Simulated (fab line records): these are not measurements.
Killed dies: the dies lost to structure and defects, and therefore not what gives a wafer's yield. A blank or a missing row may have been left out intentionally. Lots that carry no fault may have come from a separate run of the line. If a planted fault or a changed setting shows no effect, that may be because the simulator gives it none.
One fault seen from 2 desks -- flow gf180mcu -- only its own numbers are on each desk; what lay behind them is given at the end

THE METROLOGY DESK
Means of the sampled wafers that have a number, per lot and without regard to the tool the lot ran on: this is what the gauges read. A lot is out of limits, marked OUT, if its mean lies more than 4 standard deviations from the usual mean; the brackets give that distance.
Columns: A = V2_CVD_00_THK at GF_V2_THK_MEAS_01, usual 600 nm; B = M3_ALCU_RS at GF_M3_RS_MEAS_05, usual 0.0695 ohm/sq; C = M3_ALCU_THK at GF_M3_THK_MEAS_06, usual 452 nm
lot,first seen here,A,B,C
L248,day 19 02:20,598,0.0694,454
L250,day 19 16:41,600,0.0698,451
L251,day 20 11:34,597,0.0687,462
L254,day 21 14:46,593,0.0698,449
L255,day 21 21:04,598,0.0699,450
L260,day 23 17:55,590,0.0774 (+14) OUT,410 (-9.8) OUT
L261,day 24 03:04,605,0.0787 (+16) OUT,407 (-11) OUT
L262,day 24 07:48,601,0.0696,453
L263,day 24 21:43,607,0.0697,448
L270,day 26 18:43,596,0.0689,454
L271,day 27 02:39,604,0.0689,455
Finding of this desk: L260, L261 out of limits, first seen on L260 at day 24 17:55 (M3_ALCU_RS at GF_M3_RS_MEAS_05). Within limits: L248, L250, L251, L254, L255, L262, L263, L270, L271.

THE TOOL OWNER'S DESK: pvd-sputter-02
The tool's own readings at GF_M3_SPUTTER_02 (material AlCu, target thk 450 nm, time 23.9 s): means of the sampled wafers that have a number, for each lot that ran on this tool. A lot is out of limits, marked OUT, if its mean lies more than 4 standard deviations from the usual mean; the brackets give that distance.
Columns: A = cathode-dc-power-W at GF_M3_SPUTTER_02, usual 10600 W; B = throttle-valve-pct at GF_M3_SPUTTER_02, usual 29.3 %
lot,first seen here,A,B
L248,day 20 04:47,10600,28.9
L254,day 22 16:11,10597,29.2
L255,day 22 23:17,10599,30.1
L260,day 24 17:47,10601,28.6
L261,day 25 03:10,10601,29.9
L270,day 27 17:25,10600,29.9
L271,day 28 00:22,10600,29.8
This desk's verdict: no lot among the 7 shows anything out of limits.

BROUGHT TOGETHER
L260, L261 would have let the metrology desk raise an alarm at day 24 17:55.
The tool owner's desk saw nothing out of limits.
Tool owner's desk: L260, L261 on record, inside its limits.
On pvd-sputter-02, each named lot ran GF_M3_SPUTTER_02.

WHAT THE SIMULATOR HAD INSERTED
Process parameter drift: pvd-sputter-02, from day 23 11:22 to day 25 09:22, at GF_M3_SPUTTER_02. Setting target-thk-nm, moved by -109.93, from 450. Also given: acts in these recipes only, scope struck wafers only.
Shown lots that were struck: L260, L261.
Time in hours between the start of the fault and the first out-of-limits reading at each desk: metrology desk, 31.
